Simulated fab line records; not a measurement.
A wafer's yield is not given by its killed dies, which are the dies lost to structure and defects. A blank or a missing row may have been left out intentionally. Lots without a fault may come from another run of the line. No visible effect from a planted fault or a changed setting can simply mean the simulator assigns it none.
The tool behind it: which one?    flow gf180mcu    6 lots with 18 wafers sampled at 2 steps, on a route of 602 steps

## WHAT THE GAUGES SHOWED, per wafer
GF_HV_LDD_THK_MEAS_57.
lot   measured      on             HV_LDD_CVD_56_THK (nm)
L683  day 13 01:00  film_metro-01  89.2 89.9 88.8
L687  day 14 09:34  film_metro-04  89.9 90.4 90.5
L692  day 16 14:17  film_metro-01  89.5 88.9 89.8
L695  day 17 05:22  film_metro-04  81.7 81.1 82.0
L700  day 18 21:16  film_metro-03  91.3 90.4 90.6
L704  day 20 11:04  film_metro-04  90.9 91.6 90.8

## EACH LOT AND THE TOOL THAT RAN IT (in order: tool; ch and the chambers of the sampled wafers; start)
lot   GF_HV_LDD_CVD_56
L683  lpcvd-02 ch 0, day 12 23:34
L687  lpcvd-01 ch 1, day 14 07:25
L692  lpcvd-01 ch 0, day 16 12:50
L695  lpcvd-01 ch 0, day 17 03:56
L700  lpcvd-02 ch 0, day 18 19:49
L704  lpcvd-02 ch 1, day 20 09:37
- GF_HV_LDD_CVD_56: deposits Si3N4 from DCS/NH3, target thk 90 nm, time 1543 s.

## THE ANSWER, worked out from the rows above alone
Rule: usual is defined by the lots themselves. Put in order of their means at a reading, lots are off if they are a third of the lots or fewer, leave a main group of 4 or more, and stand apart from it by a gap of 3 or more times the standard deviation of the main group's means; of several such gaps the widest counts. Not used: any main group whose means are identical at the precision the tables above print for the reading. A lot without any number at a reading at which 4 lots or more have one is off too. The other lots that the step has rows for count as sound.
Off: L695, at GF_HV_LDD_THK_MEAS_57 (HV_LDD_CVD_56_THK). For the main group the mean is 90.2 nm and the standard deviation 0.72.
If a tool, at a process step before that reading, ran all the lots that are off and no sound lot after the first of them, it fits. The gauges at GF_HV_LDD_THK_MEAS_57 are tried like those tools. One candidate fits, namely lpcvd-01 at GF_HV_LDD_CVD_56. A fault onset in the window from L692 (day 16 12:50, its last sound lot) to L695 (day 17 03:56, its first lot off) fits.

## WHAT WAS PUT IN BY THE SIMULATOR
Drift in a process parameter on lpcvd-01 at GF_HV_LDD_CVD_56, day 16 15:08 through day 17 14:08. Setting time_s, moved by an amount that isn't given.
Struck lots among those shown: L695. Same finding as the rule above.
